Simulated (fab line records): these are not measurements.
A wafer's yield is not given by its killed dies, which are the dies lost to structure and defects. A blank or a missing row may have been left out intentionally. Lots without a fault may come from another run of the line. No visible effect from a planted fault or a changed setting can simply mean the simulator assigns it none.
Matching of chambers / flow gf180mcu / GF_V2_CMP_04 on cmp-01: 4 sister chambers
The step polishes SiO2. 4 wafers are shown with their chamber, then 7 later ones without.

EACH WAFER AND ITS CHAMBER
wafer=L726.6; chamber=2; motorCurrentA (A)=12.1
wafer=L728.2; chamber=1; motorCurrentA (A)=12.8
wafer=L737.1; chamber=0; motorCurrentA (A)=10.3
wafer=L737.3; chamber=3; motorCurrentA (A)=12.6

WAFERS MISSING THEIR CHAMBER
wafer=L737.5; motorCurrentA (A)=10.1
wafer=L738.2; motorCurrentA (A)=10.8
wafer=L738.4; motorCurrentA (A)=11.1
wafer=L738.5; motorCurrentA (A)=12.7
wafer=L739.1; motorCurrentA (A)=11.8
wafer=L739.3; motorCurrentA (A)=12.8
wafer=L739.5; motorCurrentA (A)=10.3

EACH ONE'S CHAMBER
wafer=L737.5; from the rows above=0; in truth=0
wafer=L738.2; from the rows above=0; in truth=0
wafer=L738.4; from the rows above=can't be placed: 0 or 2 or 3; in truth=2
wafer=L738.5; from the rows above=can't be placed: 3 or 1 or 2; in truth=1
wafer=L739.1; from the rows above=can't be placed: 2 or 3 or 1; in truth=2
wafer=L739.3; from the rows above=can't be placed: 1 or 3 or 2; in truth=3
wafer=L739.5; from the rows above=0; in truth=0
Correctly placed: 3 of 7. Cannot be placed on the basis of these rows: 4; the candidates contain the true chamber in 4. 0 placed wrongly.
How it was worked out, from the rows above alone: a wafer's distance from a chamber is the root of the sum, over the readings, of the square of ((its reading less the chamber's mean) divided by the reading's scatter). The wafer belongs to the nearest chamber; if the next one is less than 2 further off, it can't be placed. For every chamber, the mean is computed from those of its wafers that are shown. The scatter: root of mean squared gap, hidden wafer to nearest shown wafer, with one shown wafer a chamber.
